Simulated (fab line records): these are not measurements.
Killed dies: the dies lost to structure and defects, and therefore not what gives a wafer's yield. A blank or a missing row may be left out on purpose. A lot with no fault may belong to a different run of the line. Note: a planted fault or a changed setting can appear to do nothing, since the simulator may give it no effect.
Problem report in the 8D (eight disciplines) form, filled by code / flow sky130 / the parts of the form that need people (team, actions taken, sign-off) are left out

## 1. THE PROBLEM
Mean of tube center temp C at SKY_GATE_OXIDE_OXIDATION_01: 895 C across 6 wafers in 2 lots; on wafers with no fault it is 900 C (standard deviation 0.089). That puts it -62 standard deviations away from the usual mean.
The step: stabilise 600 s, purge 300 s, target thk 10.268 nm.
First seen on wafer L700.1, day 15 17:17, on furnace-02. The record has a number at this step for 33 wafers belonging to 11 lots. The rule behind "out" and "out of limits": a value lying over 4 standard deviations away from the usual mean. The rest of the wafers with a number are treated as sound.

## 2. WHAT THIS IS AND IS NOT
question=which readings at this step | is=tube center temp C, spike tc centre C, spike tc lower C, tube_center_temp_C_max | is not=zone power bottom pct
question=which lots | is=L700, L702 | is not=L691, L692, L703, L709, L710, L711, L712, L713, L714
question=which wafers of those lots | is=all that have a number | is not=-
question=read on which tools | is=furnace-02 | is not=furnace-01
question=when | is=from day 15 17:17 | is not=up to then (6 sound wafers); but 21 sound wafers of L703, L709, L710, L711, L712, L713, L714 came after

## 3. SUSPECTS, AND WHAT RULES EACH OUT
Counting: a tool stays on the suspect list if, at a process step up to the reading, it processed all lots that are out and no sound lot following the first of them.
- plasma asher-02 at SKY_VT_ADJUST_LVTN_STRIP_09 (strips in O2/N2): kept. It ran every lot that is out, first L700 (day 9 08:31), and no sound lot after that.
- furnace-02 at SKY_GATE_OXIDE_OXIDATION_01 (stabilise 600 s, purge 300 s, target thk 10.268 nm): ruled out as a lasting fault. The sound lots L710, L711, L714 went through it after L700, its earliest lot that is out (day 15 17:17).
After counting, what remains is plasma asher-02 at SKY_VT_ADJUST_LVTN_STRIP_09.

## 4. THE CAUSE (what the simulator had put in)
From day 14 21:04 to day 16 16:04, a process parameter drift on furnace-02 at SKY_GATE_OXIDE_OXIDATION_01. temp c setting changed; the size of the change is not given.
Counting ruled it out, wrongly.

## 5. SEQUENCE OF EFFECTS, ordered by route
Each row: a reading whose mean over the struck wafers that have a number lies more than 3 standard deviations from the usual. Only readings whose record carries a usual standard deviation are examined. hours: median over the lots of the time between each lot's start at the first step of this table that gives one and its start at this step. sigmas: the change, counted in usual standard deviations.
hours=0; step=SKY_GATE_OXIDE_OXIDATION_01; reading=spike tc centre C; usual=899.7 C; on struck wafers=893.6; change=-6.1; sigmas=-6.3
hours=0; step=SKY_GATE_OXIDE_OXIDATION_01; reading=spike tc lower C; usual=901.3 C; on struck wafers=895.1; change=-6.2; sigmas=-6.2
hours=0; step=SKY_GATE_OXIDE_OXIDATION_01; reading=spike tc top C; usual=910.3 C; on struck wafers=903.5; change=-6.8; sigmas=-4.2
hours=0; step=SKY_GATE_OXIDE_OXIDATION_01; reading=spike tc upper C; usual=900.9 C; on struck wafers=895.0; change=-5.9; sigmas=-4.9
hours=0; step=SKY_GATE_OXIDE_OXIDATION_01; reading=tube center temp C; usual=900 C; on struck wafers=895; change=-5; sigmas=-62
hours=0; step=SKY_GATE_OXIDE_OXIDATION_01; reading=tube_center_temp_C_max; usual=902.4; on struck wafers=896.9; change=-5.5; sigmas=-12
hours=1; step=SKY_GATE_OXIDE_THK_MEAS_02; reading=GATE_OXIDE_OXIDATION_00_THK; usual=10.29 nm; on struck wafers=9.66; change=-0.63; sigmas=-3.3
The process steps in it:
- SKY_GATE_OXIDE_OXIDATION_01: stabilise 600 s, purge 300 s, target thk 10.268 nm.

## 6. WHAT WOULD HAVE CAUGHT IT SOONER
First out-of-limits reading in this record: day 15 17:17, which is 20 hours after fault onset at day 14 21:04.
